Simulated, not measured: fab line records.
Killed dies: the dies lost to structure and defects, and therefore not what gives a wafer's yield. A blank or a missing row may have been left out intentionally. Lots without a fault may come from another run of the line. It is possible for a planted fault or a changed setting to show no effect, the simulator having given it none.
The tool behind it: which one? | flow gf180mcu | 6 lots with 18 wafers sampled at 2 steps, on a route of 602 steps

## WHAT EACH GAUGE READ, for each wafer
GF_VT_IMPLANT_RS_MEAS_47: a four-point-probe measurement.
lot  | measured     | on           | NWELL_RS (ohm/sq)
L720 | day 8 03:04  | filmMetro-04 | 484.9 486.1 485.0
L723 | day 8 22:52  | filmMetro-04 | 485.4 485.7 484.5
L725 | day 9 15:40  | filmMetro-02 | 487.8 486.8 486.2
L727 | day 9 23:07  | filmMetro-04 | 486.1 486.2 485.4
L738 | day 13 05:14 | filmMetro-03 | 489.4 488.8 489.4
L740 | day 13 17:58 | filmMetro-03 | 488.1 488.0 487.2

## EACH LOT AND THE TOOL THAT RAN IT (in order: tool; ch and the chambers of the sampled wafers; start)
lot  | GF_VT_IMPLANT_RTA_45
L720 | rtpAnneal-01 ch 0, day 8 02:50
L723 | rtpAnneal-01 ch 0, day 8 22:39
L725 | rtpAnneal-02 ch 0, day 9 15:26
L727 | rtpAnneal-01 ch 0, day 9 22:53
L738 | rtpAnneal-01 ch 0, day 13 05:01
L740 | rtpAnneal-01 ch 0, day 13 17:44
- GF_VT_IMPLANT_RTA_45: time 30 s.

## THE ANSWER, worked out from the rows above alone
Rule: usual is defined by the lots themselves. Put in order of their means at a reading, lots are off if they are a third of the lots or fewer, leave a main group of 4 or more, and stand apart from it by a gap of 3 or more times the standard deviation of the main group's means; of several such gaps the widest counts. A main group is skipped when, at the precision printed for the reading in the tables above, its means are all equal. Also off: a lot with no number at a reading for which 4 or more lots have one. Any other lot the step has rows for is counted as sound.
No lot is off at any reading shown: from this, nothing can be told.

## WHAT THE SIMULATOR HAD INSERTED
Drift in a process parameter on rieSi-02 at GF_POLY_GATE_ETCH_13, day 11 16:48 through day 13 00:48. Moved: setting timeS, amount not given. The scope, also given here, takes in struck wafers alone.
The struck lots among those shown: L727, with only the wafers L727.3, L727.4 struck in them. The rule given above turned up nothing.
